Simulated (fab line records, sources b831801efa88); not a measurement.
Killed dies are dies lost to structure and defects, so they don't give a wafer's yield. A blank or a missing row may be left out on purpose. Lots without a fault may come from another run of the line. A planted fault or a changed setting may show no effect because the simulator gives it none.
Chamber matching | flow sky130 | SKY_VIA2_CMP_24 on cmp-02: 4 sister chambers
The step polishes, stops on SiO2, t overpolish 20 s, target thk 0 nm. 4 wafers are shown with their chamber, then 7 later ones without.

WAFERS WITH THEIR CHAMBER
wafer  | chamber | motor_current_A (A)
L314.5 | 2       | 11.0
L326.2 | 1       | 11.7
L327.1 | 3       | 10.4
L327.3 | 0       | 10.9

WAFERS WITHOUT THEIR CHAMBER
wafer  | motor_current_A (A)
L327.4 | 11.0
L329.1 | 10.2
L329.4 | 11.4
L329.6 | 11.2
L331.2 | 11.6
L331.4 | 10.6
L331.5 | 11.3

WHICH CHAMBER EACH WENT THROUGH
wafer  | from the rows above          | in truth
L327.4 | can't be placed: 2 or 0      | 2
L329.1 | 3                            | 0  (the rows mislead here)
L329.4 | can't be placed: 1 or 2 or 0 | 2
L329.6 | can't be placed: 2 or 0 or 1 | 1
L331.2 | 1                            | 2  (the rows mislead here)
L331.4 | can't be placed: 3 or 0 or 2 | 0
L331.5 | can't be placed: 2 or 1 or 0 | 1
Placed correctly: 0 of 7. Can't be placed from these rows: 5 (the true chamber is among the candidates in 5). Placed wrongly: 2.
How it was worked out, from the rows above alone: a wafer's distance from a chamber is the root of the sum, over the readings, of the square of ((its reading less the chamber's mean) divided by the reading's scatter). The wafer belongs to the nearest chamber; if the next one is less than 2 further off, it can't be placed. A chamber's mean is the mean of its shown wafers. The scatter: with one shown wafer a chamber, the root of the mean of the squares of how far each hidden wafer lies from its nearest shown one.
